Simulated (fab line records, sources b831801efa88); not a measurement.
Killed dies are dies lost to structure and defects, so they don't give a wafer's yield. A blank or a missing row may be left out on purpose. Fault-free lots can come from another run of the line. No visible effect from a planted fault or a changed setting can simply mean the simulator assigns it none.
The tool behind it: which one? ; flow gf180mcu ; 42 wafers from 14 lots sampled at 4 of the route's 602 steps

## WHAT THE GAUGES READ, wafer by wafer
No reading from a measuring or inspecting step in the record can be judged against a usual standard deviation.

## EACH LOT AND THE TOOL THAT RAN IT (in order: tool; ch and the chambers of the sampled wafers; start)
lot;GF_V3_STRIP_18;GF_V4_ETCH_16;GF_MIM_SPUTTER_00;GF_MIM_SPUTTER_03
L338;plasma_asher-04 ch 0,1, day 23 00:32;rie_diel-03 ch 0,2,3, day 25 00:20;pvd_sputter-01, day 25 01:41;pvd_sputter-01, day 25 01:51
L339;plasma_asher-02 ch 0,1, day 23 11:01;rie_diel-01 ch 2,3, day 25 09:25;pvd_sputter-02, day 25 10:46;pvd_sputter-02, day 25 10:56
L340;plasma_asher-02 ch 0, day 23 16:21;rie_diel-01 ch 1,2,3, day 25 14:37;pvd_sputter-03, day 25 15:58;pvd_sputter-03, day 25 16:07
L341;plasma_asher-04 ch 0,1, day 23 18:11;rie_diel-03 ch 0,2,3, day 25 17:20;pvd_sputter-03, day 25 18:41;pvd_sputter-03, day 25 18:51
L342;plasma_asher-02 ch 0,1, day 24 04:06;rie_diel-03 ch 0,2, day 26 01:37;pvd_sputter-02, day 26 03:00;pvd_sputter-02, day 26 03:10
L343;plasma_asher-04 ch 0,1, day 24 15:46;rie_diel-01 ch 0,3, day 26 13:25;pvd_sputter-01, day 26 14:48;pvd_sputter-01, day 26 14:58
L344;plasma_asher-04 ch 0,1, day 24 22:56;rie_diel-01 ch 0,2, day 26 20:24;pvd_sputter-03, day 26 22:03;pvd_sputter-03, day 26 22:13
L349;plasma_asher-04 ch 0,1, day 26 19:05;rie_diel-03 ch 0,1,2, day 28 12:55;pvd_sputter-02, day 28 14:16;pvd_sputter-02, day 28 14:26
L352;plasma_asher-04 ch 0,1, day 27 09:48;rie_diel-01 ch 1,2,3, day 29 04:03;pvd_sputter-03, day 29 05:24;pvd_sputter-03, day 29 05:34
L354;plasma_asher-02 ch 0,1, day 28 01:22;rie_diel-01 ch 2,3, day 29 18:47;pvd_sputter-02, day 29 20:11;pvd_sputter-02, day 29 20:20
L356;plasma_asher-01 ch 0,1, day 28 15:25;rie_diel-01 ch 0,1,3, day 30 08:38;pvd_sputter-02, day 30 09:59;pvd_sputter-02, day 30 10:08
L357;plasma_asher-02 ch 0,1, day 29 00:09;rie_diel-01 ch 0,1,3, day 30 16:34;pvd_sputter-01, day 30 18:07;pvd_sputter-01, day 30 18:16
L359;plasma_asher-02 ch 0,1, day 29 13:25;rie_diel-01 ch 0,1,3, day 31 04:50;pvd_sputter-02, day 31 06:11;pvd_sputter-02, day 31 06:20
L360;plasma_asher-02 ch 1, day 29 14:51;rie_diel-02 ch 0,1,3, day 31 05:52;pvd_sputter-03, day 31 07:15;pvd_sputter-03, day 31 07:25
- GF_V3_STRIP_18: strips in O2/N2.
- GF_V4_ETCH_16: etches BARC in N2/H2.
- GF_MIM_SPUTTER_00: material Ti, target thk 37.5 nm, time 150 s.
- GF_MIM_SPUTTER_03: material Ti, target thk 10 nm, time 6.7 s.

## AS READ BY THE TOOLS THEMSELVES (means over the sampled wafers that have a number; for cases with no such wafer, the mark the record gives instead)
GF_V3_STRIP_18.
lot;tool;drypump_motor_current_A (A);heater_power_w (W);oes_product_au (a.u.);platen_temp_c (C)
L338;plasma_asher-04;5.5;333;0.596;249.85
L339;plasma_asher-02;6.1;335;0.592;250.00
L340;plasma_asher-02;6.1;341;0.597;249.83
L341;plasma_asher-04;5.4;338;0.596;250.01
L342;plasma_asher-02;6.0;334;0.588;249.93
L343;plasma_asher-04;5.4;332;0.590;249.96
L344;plasma_asher-04;5.4;334;0.589;250.14
L349;plasma_asher-04;5.5;334;0.594;250.05
L352;plasma_asher-04;5.4;355;0.593;250.02
L354;plasma_asher-02;6.0;333;0.593;249.82
L356;plasma_asher-01;5.5;322;0.594;250.04
L357;plasma_asher-02;6.0;333;0.594;250.12
L359;plasma_asher-02;6.0;328;0.596;250.03
L360;plasma_asher-02;6.0;313;0.591;250.17

GF_V4_ETCH_16.
lot;tool;drypump_motor_current_A (A);oes_product_au (a.u.);throttle_valve_pct (%)
L338;rie_diel-03;5.8;0.857;13.221
L339;rie_diel-01;5.9;0.853;13.226
L340;rie_diel-01;5.7;0.857;13.224
L341;rie_diel-03;5.8;0.856;13.229
L342;rie_diel-03;5.6;0.857;13.221
L343;rie_diel-01;5.7;0.853;13.229
L344;rie_diel-01;5.5;0.849;13.227
L349;rie_diel-03;5.8;0.851;13.225
L352;rie_diel-01;5.7;0.851;13.226
L354;rie_diel-01;5.9;0.858;13.225
L356;rie_diel-01;5.5;0.854;13.228
L357;rie_diel-01;5.5;0.856;13.216
L359;rie_diel-01;5.5;0.852;13.225
L360;rie_diel-02;5.8;0.857;13.222

GF_MIM_SPUTTER_00.
lot;tool;cathode_dc_power_W (W);chamber_pressure_pa (Pa);throttle_valve_pct (%)
L338;pvd_sputter-01;3999.8;2.000;30.8
L339;pvd_sputter-02;4000.4;2.003;30.2
L340;pvd_sputter-03;3999.8;1.999;29.5
L341;pvd_sputter-03;-;-;-
L342;pvd_sputter-02;-;-;-
L343;pvd_sputter-01;3999.6;2.003;30.2
L344;pvd_sputter-03;3999.7;2.001;29.5
L349;pvd_sputter-02;3999.5;1.999;29.5
L352;pvd_sputter-03;4000.6;2.002;29.3
L354;pvd_sputter-02;4000.0;1.994;29.8
L356;pvd_sputter-02;4000.4;2.003;30.8
L357;pvd_sputter-01;4000.2;1.999;31.6
L359;pvd_sputter-02;4000.3;2.003;31.1
L360;pvd_sputter-03;4000.0;1.999;30.0

GF_MIM_SPUTTER_03.
lot;tool;cathode_dc_power_W (W);chamber_pressure_pa (Pa);throttle_valve_pct (%)
L338;pvd_sputter-01;2999.8;0.2999;30.7
L339;pvd_sputter-02;2999.8;0.2997;30.1
L340;pvd_sputter-03;2999.8;0.2999;29.7
L341;pvd_sputter-03;2999.8;0.3000;29.7
L342;pvd_sputter-02;3000.0;0.3000;30.1
L343;pvd_sputter-01;2999.8;0.2991;30.3
L344;pvd_sputter-03;3000.1;0.3001;29.6
L349;pvd_sputter-02;2999.8;0.2992;29.5
L352;pvd_sputter-03;2999.8;0.2997;29.2
L354;pvd_sputter-02;3000.7;0.3000;29.6
L356;pvd_sputter-02;3000.3;0.2997;30.8
L357;pvd_sputter-01;3000.0;0.2995;31.5
L359;pvd_sputter-02;3000.5;0.2996;31.3
L360;pvd_sputter-03;3000.4;0.3005;30.0

## THE ANSWER, worked out from the rows above alone
Rule: the lots themselves supply what counts as usual. The widest of any qualifying gaps counts: lots, ordered by their means at a reading, are off when they make up no more than a third of the lots, leave a main group of 4 or more, and stand apart from it by 3 or more times the standard deviation of that group's means. A main group whose means are all the same, to the digits that the tables above print for the reading, isn't used. A lot without any number at a reading at which 4 lots or more have one is off too. The other lots that the step has rows for count as sound. First the gauges in route order, then the tools' own readings, where a lot's mean is used as printed above. At the first step where some lot is off, the reading lying furthest off is the one used; lots without a number count as furthest.
Off, at GF_MIM_SPUTTER_00 on cathode_dc_power_W: L341, L342. Without a number there: L341, L342. The main group: mean 4000.0 W, standard deviation 0.34.
If a tool, at that step or one of the process steps before it, ran each lot that is off and ran no sound lot following the first of them, it fits. Of those tried, none fits.

## WHAT WAS PUT IN BY THE SIMULATOR
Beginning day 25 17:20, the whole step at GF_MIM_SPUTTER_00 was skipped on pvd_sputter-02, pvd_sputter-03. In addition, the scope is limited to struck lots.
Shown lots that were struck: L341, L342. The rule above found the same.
